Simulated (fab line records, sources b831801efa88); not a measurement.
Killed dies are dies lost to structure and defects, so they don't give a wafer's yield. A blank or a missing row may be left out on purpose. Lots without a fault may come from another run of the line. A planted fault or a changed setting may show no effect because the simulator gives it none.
Which tool did it? | flow sky130 | 11 lots, 33 wafers sampled, at 5 steps of a route of 708

WHAT THE GAUGES READ, wafer by wafer
The record holds no reading of a measuring or inspecting step that can be judged against a usual standard deviation.

WHICH TOOL RAN EACH LOT (tool, then ch and the chambers of the sampled wafers, then the start)
lot  | SKY_VIA3_ETCH_14                   | SKY_VIA3_SPUTTER_20          | SKY_METAL4_SOFTBAKE_09            | SKY_METAL4_ETCH_16                | SKY_PAD_OPEN_PROBE_99
L708 | rie_diel-03 ch 2,3, day 39 14:37   | pvd_sputter-03, day 39 15:19 | litho_track-03 ch 0, day 41 09:00 | rie_metal-03 ch 0,1, day 41 21:14 | -
L709 | rie_diel-02 ch 1,2,3, day 39 18:18 | pvd_sputter-03, day 39 19:00 | litho_track-04 ch 0, day 41 12:00 | rie_metal-03 ch 0,1, day 41 23:47 | -
L714 | rie_diel-01 ch 0,1,3, day 42 11:21 | pvd_sputter-02, day 42 12:03 | litho_track-03 ch 0, day 43 23:00 | rie_metal-01 ch 0,1, day 44 12:20 | prober-01, day 48 04:09
L715 | rie_diel-01 ch 0,1,3, day 42 15:19 | pvd_sputter-04, day 42 16:01 | litho_track-03 ch 0, day 44 03:00 | rie_metal-04 ch 0,1, day 44 15:23 | -
L722 | rie_diel-02 ch 1,2, day 43 18:01   | pvd_sputter-03, day 43 18:48 | litho_track-01 ch 0, day 45 05:00 | rie_metal-01 ch 0,1, day 45 16:22 | -
L721 | rie_diel-01 ch 2,3, day 43 21:25   | pvd_sputter-03, day 43 22:08 | litho_track-01 ch 0, day 45 08:00 | rie_metal-01 ch 0,1, day 45 19:53 | prober-01, day 49 09:07
L726 | rie_diel-01 ch 1,2, day 44 19:52   | pvd_sputter-04, day 44 20:35 | litho_track-04 ch 0, day 46 05:00 | rie_metal-04 ch 0,1, day 46 16:41 | prober-01, day 50 00:34
L728 | rie_diel-02 ch 1,2,3, day 45 10:13 | pvd_sputter-02, day 45 10:56 | litho_track-04 ch 0, day 46 19:00 | rie_metal-01 ch 0,1, day 47 05:47 | -
L729 | rie_diel-02 ch 1,2,3, day 45 13:46 | pvd_sputter-04, day 45 14:33 | litho_track-01 ch 0, day 46 22:00 | rie_metal-04 ch 0,1, day 47 09:23 | -
L730 | rie_diel-03 ch 1,3, day 45 20:16   | pvd_sputter-03, day 45 21:13 | litho_track-01 ch 0, day 47 05:00 | rie_metal-04 ch 0,1, day 47 15:05 | -
L731 | rie_diel-01 ch 1,2,3, day 45 21:25 | pvd_sputter-02, day 45 22:36 | litho_track-04 ch 0, day 47 06:00 | rie_metal-01 ch 0,1, day 47 16:29 | prober-02, day 50 20:58
- SKY_VIA3_ETCH_14: etches BARC in N2/H2, stops on SiO2, time 45.9 s, target depth 60 nm.
- SKY_VIA3_SPUTTER_20: material TiN, target thk 20 nm, time 80 s.
- SKY_METAL4_SOFTBAKE_09: time 90 s.
- SKY_METAL4_ETCH_16: etches BARC in N2/H2, stops on SiO2, time 88.2 s, target depth 60 nm.
- SKY_PAD_OPEN_PROBE_99

WHAT THE TOOLS THEMSELVES READ (means of the sampled wafers that have a number; where no wafer has one, the mark that the record gives instead)
SKY_VIA3_ETCH_14.
lot  | tool        | drypump_motor_current_A (A) | oes_product_au (a.u.) | throttle_valve_pct (%)
L708 | rie_diel-03 | 5.6                         | 0.854                 | 13.225
L709 | rie_diel-02 | 5.5                         | 0.851                 | 13.227
L714 | rie_diel-01 | 5.4                         | 0.854                 | 13.223
L715 | rie_diel-01 | 5.4                         | 0.857                 | 13.224
L722 | rie_diel-02 | 5.7                         | 0.855                 | 13.229
L721 | rie_diel-01 | 5.7                         | 0.857                 | 13.220
L726 | rie_diel-01 | 5.5                         | 0.857                 | 13.222
L728 | rie_diel-02 | 5.5                         | 0.857                 | 13.217
L729 | rie_diel-02 | 5.5                         | 0.855                 | 13.219
L730 | rie_diel-03 | 5.5                         | 0.854                 | 13.232
L731 | rie_diel-01 | 5.4                         | 0.853                 | 13.229

SKY_VIA3_SPUTTER_20.
lot  | tool           | chamber_pressure_pa (Pa) | throttle_valve_pct (%)
L708 | pvd_sputter-03 | 5.001                    | 30.1
L709 | pvd_sputter-03 | 5.010                    | 30.3
L714 | pvd_sputter-02 | 5.001                    | 29.3
L715 | pvd_sputter-04 | 5.004                    | 29.6
L722 | pvd_sputter-03 | 5.001                    | 30.1
L721 | pvd_sputter-03 | 5.001                    | 30.0
L726 | pvd_sputter-04 | 4.999                    | 28.9
L728 | pvd_sputter-02 | 4.991                    | 29.8
L729 | pvd_sputter-04 | 5.001                    | 29.9
L730 | pvd_sputter-03 | 5.005                    | 30.1
L731 | pvd_sputter-02 | 4.997                    | 29.7

SKY_METAL4_SOFTBAKE_09.
lot  | tool           | heater_power_total_W (W) | plate_temp_C (C)
L708 | litho_track-03 | 57.40                    | 99.89
L709 | litho_track-04 | 57.44                    | 99.90
L714 | litho_track-03 | 58.32                    | 101.19
L715 | litho_track-03 | 58.35                    | 101.11
L722 | litho_track-01 | 57.31                    | 99.90
L721 | litho_track-01 | 57.46                    | 99.94
L726 | litho_track-04 | 57.45                    | 100.04
L728 | litho_track-04 | 57.38                    | 100.09
L729 | litho_track-01 | 57.30                    | 99.95
L730 | litho_track-01 | 57.49                    | 99.96
L731 | litho_track-04 | 57.42                    | 99.92

SKY_METAL4_ETCH_16.
lot  | tool         | drypump_motor_current_A (A) | oes_product_au (a.u.) | throttle_valve_pct (%)
L708 | rie_metal-03 | 5.35                        | 0.621                 | 13.202
L709 | rie_metal-03 | 5.34                        | 0.624                 | 13.198
L714 | rie_metal-01 | 5.88                        | 0.623                 | 13.207
L715 | rie_metal-04 | 5.90                        | 0.625                 | 13.207
L722 | rie_metal-01 | 5.89                        | 0.619                 | 13.200
L721 | rie_metal-01 | 5.77                        | 0.623                 | 13.201
L726 | rie_metal-04 | 5.84                        | 0.627                 | 13.215
L728 | rie_metal-01 | 5.77                        | 0.629                 | 13.202
L729 | rie_metal-04 | 5.89                        | 0.625                 | 13.207
L730 | rie_metal-04 | 5.87                        | 0.626                 | 13.207
L731 | rie_metal-01 | 5.79                        | 0.628                 | 13.198

SKY_PAD_OPEN_PROBE_99.
lot  | tool      | defect_limited_yield (%) | killed_at_M0_to_M3 | killed_at_M4_up | killed_at_contacts | killed_at_front_end | killed_at_other | killed_dies | killed_open | killed_short | sort_bin_3_pad_short (%) | sort_bin_5_function (%) | sort_bin_6_memory (%) | sort_n_pass | sort_yield_pct (%)
L714 | prober-01 | 81.2                     | 47                 | 1.3             | 27                 | 16                  | 0.3             | 92          | 50          | 42           | 1.0                      | 10.7                    | 7.0                   | 400         | 81.2
L721 | prober-01 | 82.2                     | 47                 | 4.7             | 23                 | 13                  | 0.0             | 87          | 47          | 40           | 1.1                      | 10.0                    | 6.6                   | 405         | 82.2
L726 | prober-01 | 83.3                     | 38                 | 3.0             | 25                 | 16                  | 0.0             | 82          | 45          | 37           | 0.4                      | 10.0                    | 6.3                   | 410         | 83.3
L731 | prober-02 | 82.7                     | 44                 | 3.3             | 25                 | 12                  | 1.0             | 85          | 46          | 38           | 1.1                      | 10.2                    | 6.0                   | 407         | 82.7

THE ANSWER, worked out from the rows above alone
Rule: what is usual is taken from the lots themselves. Put in order of their means at a reading, lots are off if they are a third of the lots or fewer, leave a main group of 4 or more, and stand apart from it by a gap of 3 or more times the standard deviation of the main group's means; of several such gaps the widest counts. A main group whose means are all the same, to the digits that the tables above print for the reading, isn't used. A lot without any number at a reading at which 4 lots or more have one is off too. The other lots that the step has rows for count as sound. The gauges are gone through in route order, then the tools' own readings, and for those a lot's mean is taken as printed above. The first step at which some lot is off is used, and at that step the reading that is off furthest; a lot without a number counts as furthest.
Off: L714, L715, at SKY_METAL4_SOFTBAKE_09 (plate_temp_C). The main group: mean 99.95 C, standard deviation 0.064.
A tool fits if, at that step or a process step before it, it ran every lot that is off, and no sound lot after the first of them. One fits: litho_track-03 at SKY_METAL4_SOFTBAKE_09. Its last sound lot is L708 (day 41 09:00), its first lot that is off L714 (day 43 23:00): a fault that began between those two fits.
The tool's own readings at SKY_METAL4_SOFTBAKE_09 bear it out: on the lots that are off they differ by more than 5 times the standard deviation of the sound lots' means. heater_power_total_W reads 58.34 W there against 57.41 W on the sound lots; plate_temp_C reads 101.15 C there against 99.95 C on the sound lots.

WHAT THE SIMULATOR HAD PUT IN
Process parameter drift: litho_track-03, from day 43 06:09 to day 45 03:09, at SKY_METAL4_SOFTBAKE_09. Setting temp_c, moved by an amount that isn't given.
Lots struck among those shown: L714, L715. The rule above found the same.
